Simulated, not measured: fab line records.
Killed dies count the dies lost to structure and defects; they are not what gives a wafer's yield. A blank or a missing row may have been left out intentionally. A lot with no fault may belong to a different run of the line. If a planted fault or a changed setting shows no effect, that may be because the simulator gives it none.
fab line records ; flow gf180mcu
record lots=6; wafers=18; lastDay=34
route steps=602 shown TOP_METAL@577 PASSIVATION@587
lots with no fault: from the same line, run without faults
startH: start of the lot's first displayed wafer, in hours after the record's first day ; waitH: hours elapsed since this lot's preceding step ; " same as the row above ; L1.1+2: a single row standing in for several wafers ; - either no value or no given start ; * or withheld: withheld ; < > ~ a bound
route shown NAME@n: NAME is a module with steps in the file, n the number in the route of the first one ; usual: mean/standard deviation taken from wafers without a fault ; same: alike in all rows ; chamber/n: place in a boat ; sites: readings site by site ; _std_site: the values' standard deviation ; _edge_site: inner sites' mean taken away from outer sites' mean ; radiusMm: how far each site lies from the wafer's centre ; mask NAME#n: copy n ; behind: tool/chamber where the wafer was last shaped ; hold: the reason the lot was held/the length of the hold in hours/how it ended ; device: the n, p or np transistor that did not switch ; end of line: the tests these same wafers got at the end of their route ; a step without rows: its recipe alone ; killed: dies that structure and defects cost at the first sort, which is not the same as the wafer's yield ; map: a wafer's dies, marking killed ones x, the rest . and places with no die _
set.NAME: the run value of the setting; set.NAME@STEP: its run value at that earlier step ; model.NAME: the simulator's own value behind a step, which no gauge read
certain route steps with their lots: each step a table, each wafer a row
services: the hour from which a tool's chamber was out of use, counted from the record's first day as startH (under 0 if before that day), plus the number of hours and why
## steps
# step GF_TOP_METAL_SOFTBAKE_10
# recipe tempC=90; timeS=60; resist=NOVOLAK
# step GF_TOP_METAL_EXPOSE_11
# recipe maskId=MetalTop; targetCdNm=440; na=0.6; sourceShape=conventional; sigmaOuter=0.6; doseMj=170
# step GF_TOP_METAL_PEB_12
# recipe tempC=withheld; timeS=*; resist=NOVOLAK
# step GF_TOP_METAL_DEVELOP_13
# recipe developTimeS=60; devTempC=23
# step GF_TOP_METAL_CD_MEAS_14
# recipe targetCdNm=440
# usual cdNm=440.3/1.9
lot.wafer;tool;chamber;startH;waitH;cdNm
L638.2;cdSem-02;-;650.57;0.2;440.9
L638.4;cdSem-02;-;650.57;0.2;440.7
L638.6;cdSem-02;-;650.57;0.2;439.3
L639.4;cdSem-02;-;655.98;0.1;440.5
L639.5;cdSem-02;-;655.98;0.1;439.8
L639.6;cdSem-02;-;655.98;0.1;440.9
L651.1;cdSem-02;-;742.80;0.1;440.7
L651.5;cdSem-02;-;742.80;0.1;439.0
L651.6;cdSem-02;-;742.80;0.1;439.4
L652.2;cdSem-01;-;744.74;0.1;440.6
L652.3;cdSem-01;-;744.74;0.1;441.6
L652.6;cdSem-01;-;744.74;0.1;440.0
L654.1;cdSem-01;-;762.29;0.1;439.8
L654.3;cdSem-01;-;762.29;0.1;439.9
L654.5;cdSem-01;-;762.29;0.1;440.0
L659.2;cdSem-01;-;796.26;0.1;443.5
L659.3;cdSem-01;-;796.26;0.1;440.5
L659.4;cdSem-01;-;796.26;0.1;441.2
# step GF_TOP_METAL_OVL_MEAS_15
# usual TOP_METAL_OVL=-0.9/1.5
lot.wafer;tool;chamber;startH;waitH;TOP_METAL_OVL[nm]
L638.2;overlay-02;-;650.67;0.1;0.3
L638.4;overlay-02;-;650.67;0.1;-0.8
L638.6;overlay-02;-;650.67;0.1;0.0
L639.4;overlay-02;-;656.06;0.1;-3.5
L639.5;overlay-02;-;656.06;0.1;-2.5
L639.6;overlay-02;-;656.06;0.1;-0.4
L651.1;overlay-02;-;742.92;0.1;-0.6
L651.5;overlay-02;-;742.92;0.1;-1.8
L651.6;overlay-02;-;742.92;0.1;-1.1
L652.2;overlay-01;-;744.84;0.1;1.1
L652.3;overlay-01;-;744.84;0.1;0.9
L652.6;overlay-01;-;744.84;0.1;0.4
L654.1;overlay-01;-;762.41;0.1;0.7
L654.3;overlay-01;-;762.41;0.1;0.3
L654.5;overlay-01;-;762.41;0.1;2.9
L659.2;overlay-02;-;796.36;0.1;-1.4
L659.3;overlay-02;-;796.36;0.1;-1.1
L659.4;overlay-02;-;796.36;0.1;-2.0
# step GF_TOP_METAL_METAL_ETCH_16
# recipe chemistry=Cl2/BCl3; maskMaterial=NOVOLAK; targetDepthNm=1197; stopOn=SiO2; pressureMtorr=8; icpW=800; biasW=140; Cl2_flow_sccm=80; bcl3FlowSccm=40; timeS=199.5
# usual biasW=140.0/0.42; drypumpMotorCurrentA=6.12/0.23; oesProductAu=0.991/0.0058; throttleValvePct=28.229/0.0092
lot.wafer;tool;chamber;startH;waitH;biasW;drypumpMotorCurrentA;oesProductAu;rfHoursCounterH;throttleValvePct
L638.2;rieMetal-04;1;650.70;0.0;139.8;6.03;0.998;5;28.227
L638.4;rieMetal-04;1;650.70;0.0;140.1;5.96;0.995;-;28.229
L638.6;rieMetal-04;1;650.70;0.0;140.5;5.99;0.995;-;28.217
L639.4;rieMetal-02;1;656.16;0.1;140.4;6.36;0.988;-;28.223
L639.5;rieMetal-02;0;656.16;0.1;139.9;6.28;0.993;-;28.235
L639.6;rieMetal-02;1;656.16;0.1;140.1;6.35;0.989;-;28.244
L651.1;rieMetal-03;0;742.96;0.0;139.2;6.13;0.994;0;28.229
L651.5;rieMetal-03;0;742.96;0.0;139.8;6.11;0.993;-;28.223
L651.6;rieMetal-03;1;742.96;0.0;140.0;6.19;0.993;-;28.236
L652.2;rieMetal-04;1;744.94;0.1;140.1;6.03;0.991;-;28.222
L652.3;rieMetal-04;1;744.94;0.1;140.3;5.91;0.999;-;28.215
L652.6;rieMetal-04;1;744.94;0.1;140.4;6.00;1.000;-;28.215
L654.1;rieMetal-03;0;762.45;0.0;140.6;6.15;0.988;2;28.231
L654.3;rieMetal-03;1;762.45;0.0;139.4;6.15;0.993;-;28.220
L654.5;rieMetal-03;0;762.45;0.0;139.6;6.09;0.992;-;28.212
L659.2;rieMetal-03;1;796.39;0.0;140.0;6.18;0.989;12;28.218
L659.3;rieMetal-03;0;796.39;0.0;139.9;6.13;0.993;-;28.220
L659.4;rieMetal-03;1;796.39;0.0;139.4;6.19;0.989;-;28.235
# step GF_TOP_METAL_STRIP_17
# recipe chemistry=O2/N2; powerW=1400; pressureMtorr=1500; platenTempC=250; o2FlowSccm=3000; n2FlowSccm=300; overashFraction=0.5
# usual drypumpMotorCurrentA=5.7/0.53; heaterPowerW=319/27; n2FlowSccm=300.2/1; oesProductAu=0.710/0.0049; stripTimeToEndpointS=12.91/0.076
lot.wafer;tool;chamber;startH;waitH;drypumpMotorCurrentA;heaterPowerW;n2FlowSccm;oesProductAu;rfHoursCounterH;stripTimeToEndpointS
L638.2;plasmaAsher-03;0;650.89;0.1;5.5;308;299.4;0.702;85;12.82
L638.4;plasmaAsher-03;0;650.89;0.1;5.5;302;299.7;0.718;-;12.86
L638.6;plasmaAsher-03;1;650.89;0.1;6.7;366;299.1;0.702;-;12.88
L639.4;plasmaAsher-03;1;656.36;0.1;6.6;369;300.6;0.702;-;12.95
L639.5;plasmaAsher-03;0;656.36;0.1;5.5;311;298.9;0.710;-;12.94
L639.6;plasmaAsher-03;1;656.36;0.1;6.7;376;302.7;0.713;-;12.93
L651.1;plasmaAsher-04;0;743.15;0.1;5.4;306;300.5;0.706;34;12.95
L651.5;plasmaAsher-04;1;743.15;0.1;5.1;288;299.9;0.706;-;12.92
L651.6;plasmaAsher-04;0;743.15;0.1;5.4;301;300.0;0.713;-;12.84
L652.2;plasmaAsher-03;1;745.25;0.3;6.7;366;300.7;0.705;96;12.88
L652.3;plasmaAsher-03;1;745.25;0.3;6.7;358;298.1;0.710;-;12.89
L652.6;plasmaAsher-03;1;745.25;0.3;6.7;368;300.5;0.707;-;12.90
L654.1;plasmaAsher-02;1;762.64;0.1;5.9;339;301.5;0.704;2;12.87
L654.3;plasmaAsher-02;1;762.64;0.1;5.9;340;301.6;0.708;-;12.78
L654.5;plasmaAsher-02;0;762.64;0.1;6.0;338;302.1;0.716;-;12.91
L659.2;plasmaAsher-02;0;796.59;0.1;6.0;348;301.4;0.714;5;12.92
L659.3;plasmaAsher-02;0;796.59;0.1;6.0;344;302.6;0.707;-;12.89
L659.4;plasmaAsher-02;1;796.59;0.1;5.9;342;301.9;0.697;-;12.89
# step GF_TOP_METAL_STRIP_18
# recipe chemistry=postEtchResidueRemover; timeS=1200; tempC=72.5
# step GF_TOP_METAL_CLEAN_19
# recipe chemistry=DIW; dry=n2Spin
# step GF_PASSIVATION_CVD_00
# recipe material=SiO2; targetThkNm=1000; precursor=TEOS; tempC=400; timeS=111.95; rfW=600
# usual heaterPowerW=713/130
lot.wafer;tool;chamber;startH;waitH;heaterPowerW;sinceWetCleanH
L638.2;pecvd-01;1;651.46;0.0;566;46
L638.4;pecvd-01;0;651.46;0.0;673;-
L638.6;pecvd-01;1;651.46;0.0;636;-
L639.4;pecvd-01;1;656.90;0.0;650;-
L639.5;pecvd-01;0;656.90;0.0;560;-
L639.6;pecvd-01;2;656.90;0.0;975;-
L651.1;pecvd-01;2;743.71;0.0;977;139
L651.5;pecvd-01;1;743.71;0.0;671;-
L651.6;pecvd-01;2;743.71;0.0;776;-
L652.2;pecvd-01;1;745.79;0.0;654;141
L652.3;pecvd-01;2;745.79;0.0;893;141
L652.6;pecvd-01;0;745.79;0.0;575;-
L654.1;pecvd-01;1;763.18;0.0;614;158
L654.3;pecvd-01;2;763.18;0.0;853;158
L654.5;pecvd-01;2;763.18;0.0;915;-
L659.2;pecvd-01;1;797.13;0.0;595;192
L659.3;pecvd-01;2;797.13;0.0;985;192
L659.4;pecvd-01;1;797.13;0.0;628;-
# step GF_PASSIVATION_THK_MEAS_01
# recipe reads=SiO2_of_PASSIVATION_CVD_00
# usual PASSIVATION_CVD_00_THK=998/13
lot.wafer;tool;chamber;startH;waitH;PASSIVATION_CVD_00_THK[nm]
L638.2;filmMetro-01;-;651.55;0.0;997
L638.4;filmMetro-01;-;651.55;0.0;1014
L638.6;filmMetro-01;-;651.55;0.0;1010
L639.4;filmMetro-01;-;656.97;0.0;1006
L639.5;filmMetro-01;-;656.97;0.0;1021
L639.6;filmMetro-01;-;656.97;0.0;1007
L651.1;filmMetro-04;-;743.79;0.0;986
L651.5;filmMetro-04;-;743.79;0.0;1015
L651.6;filmMetro-04;-;743.79;0.0;981
L652.2;filmMetro-01;-;745.88;0.0;989
L652.3;filmMetro-01;-;745.88;0.0;977
L652.6;filmMetro-01;-;745.88;0.0;1021
L654.1;filmMetro-02;-;763.26;0.0;982
L654.3;filmMetro-02;-;763.26;0.0;978
L654.5;filmMetro-02;-;763.26;0.0;988
L659.2;filmMetro-02;-;797.22;0.0;988
L659.3;filmMetro-02;-;797.22;0.0;1005
L659.4;filmMetro-02;-;797.22;0.0;998
# step GF_PASSIVATION_CVD_02
# recipe material=Si3N4; targetThkNm=700; timeS=486.18; tempC=400; rfW=450
# usual heaterPowerW=755/120
lot.wafer;tool;chamber;startH;waitH;heaterPowerW;sinceWetCleanH;model.Si3N4_of_PASSIVATION_CVD_02.thkNm
L638.2;pecvd-04;0;651.60;0.0;688;269;698.5
L638.4;pecvd-04;2;651.60;0.0;943;-;698
L638.6;pecvd-04;0;651.60;0.0;710;-;691
L639.4;pecvd-03;0;657.14;0.2;768;-;711.1
L639.5;pecvd-03;2;657.14;0.2;579;-;707.5
L639.6;pecvd-03;1;657.14;0.2;760;-;706.8
L651.1;pecvd-03;1;743.85;0.1;646;569;824.7
L651.5;pecvd-03;0;743.85;0.1;866;-;829.6
L651.6;pecvd-03;2;743.85;0.1;739;-;831.2
L652.2;pecvd-03;1;745.93;0.0;796;571;801.8
L652.3;pecvd-03;0;745.93;0.0;814;571;795.1
L652.6;pecvd-03;2;745.93;0.0;672;-;811.4
L654.1;pecvd-04;1;763.32;0.1;668;381;702.3
L654.3;pecvd-04;2;763.32;0.1;821;381;704.9
L654.5;pecvd-04;0;763.32;0.1;709;-;710.9
L659.2;pecvd-04;0;797.27;0.0;672;414;680.5
L659.3;pecvd-04;1;797.27;0.0;558;414;703.4
L659.4;pecvd-04;1;797.27;0.0;618;-;708.9
# step GF_PASSIVATION_THK_MEAS_03
# recipe reads=Si3N4_of_PASSIVATION_CVD_02
# usual PASSIVATION_CVD_02_THK=704/9.4
lot.wafer;tool;chamber;startH;waitH;PASSIVATION_CVD_02_THK[nm]
L638.2;filmMetro-04;-;651.89;0.2;699
L638.4;filmMetro-04;-;651.89;0.2;697
L638.6;filmMetro-04;-;651.89;0.2;691
L639.4;filmMetro-02;-;657.32;0.0;711
L639.5;filmMetro-02;-;657.32;0.0;707
L639.6;filmMetro-02;-;657.32;0.0;707
L651.1;filmMetro-04;-;744.14;0.1;825
L651.5;filmMetro-04;-;744.14;0.1;830
L651.6;filmMetro-04;-;744.14;0.1;831
L652.2;filmMetro-02;-;746.22;0.2;801
L652.3;filmMetro-02;-;746.22;0.2;795
L652.6;filmMetro-02;-;746.22;0.2;811
L654.1;filmMetro-04;-;763.60;0.1;702
L654.3;filmMetro-04;-;763.60;0.1;705
L654.5;filmMetro-04;-;763.60;0.1;711
L659.2;filmMetro-01;-;797.56;0.2;681
L659.3;filmMetro-01;-;797.56;0.2;703
L659.4;filmMetro-01;-;797.56;0.2;709
# step GF_PASSIVATION_DEHYDRATE_04
# recipe tempC=200; timeS=60
## services
tool;chamber;startH;hours;kind
rieMetal-03;0;638.13;48.1;repair
plasmaAsher-02;-;644.12;1.4;repair
rieMetal-04;0;653.15;9.8;repair
rieMetal-04;0;662.92;-;clean
rieMetal-04;0;662.92;20.6;scheduledDown
rieMetal-04;0;662.92;20.6;ventCycle
pecvd-04;1;663.72;16.4;repair
pecvd-03;2;678.64;22.3;repair
pecvd-03;0;685.81;3.2;repair
rieMetal-03;0;720.20;-;clean
rieMetal-03;0;720.20;14.9;scheduledDown
rieMetal-03;0;720.20;14.9;ventCycle
pecvd-04;0;733.35;3.6;repair
plasmaAsher-02;-;733.75;9.0;pm
plasmaAsher-02;0;733.75;9.0;ventCycle
plasmaAsher-02;1;733.75;9.0;ventCycle
rieMetal-04;0;736.81;12.7;repair
plasmaAsher-02;0;742.75;-;clean
plasmaAsher-02;-;744.67;2.8;pm
pecvd-04;-;745.91;5.8;repair
pecvd-03;-;751.87;5.5;pm
plasmaAsher-02;-;768.90;4.3;pm
rieMetal-03;-;776.72;1.0;repair
rieMetal-04;1;794.10;6.1;repair
## key
firstSign step=GF_PASSIVATION_THK_MEAS_03; reading=PASSIVATION_CVD_02_THK; direction=up; sigmas=12; usual=704; struck=816
effect none on later readings
modelEffect step=GF_PASSIVATION_CVD_02; value=Si3N4_of_PASSIVATION_CVD_02.thkNm; without=702.2; struck=815.6
metAt GF_PASSIVATION_CVD_02
struckWafers L651.1,L651.5,L651.6,L652.2,L652.3,L652.6
sortLeftOut L651.1,L651.5,L651.6
onsetBetween 657.14 743.85
fault kind=processParameterDrift; tool=pecvd-03; chamber=-; onsetH=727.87; steps=GF_PASSIVATION_CVD_02; channel=targetThkNm; offset=113.39; shape=step; endH=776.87; actsIn=theseRecipesOnly; stated=700
# sortLeftOut: the simulated sort isn't trusted on such a fault, so these wafers' sort isn't shown, and their yield isn't known
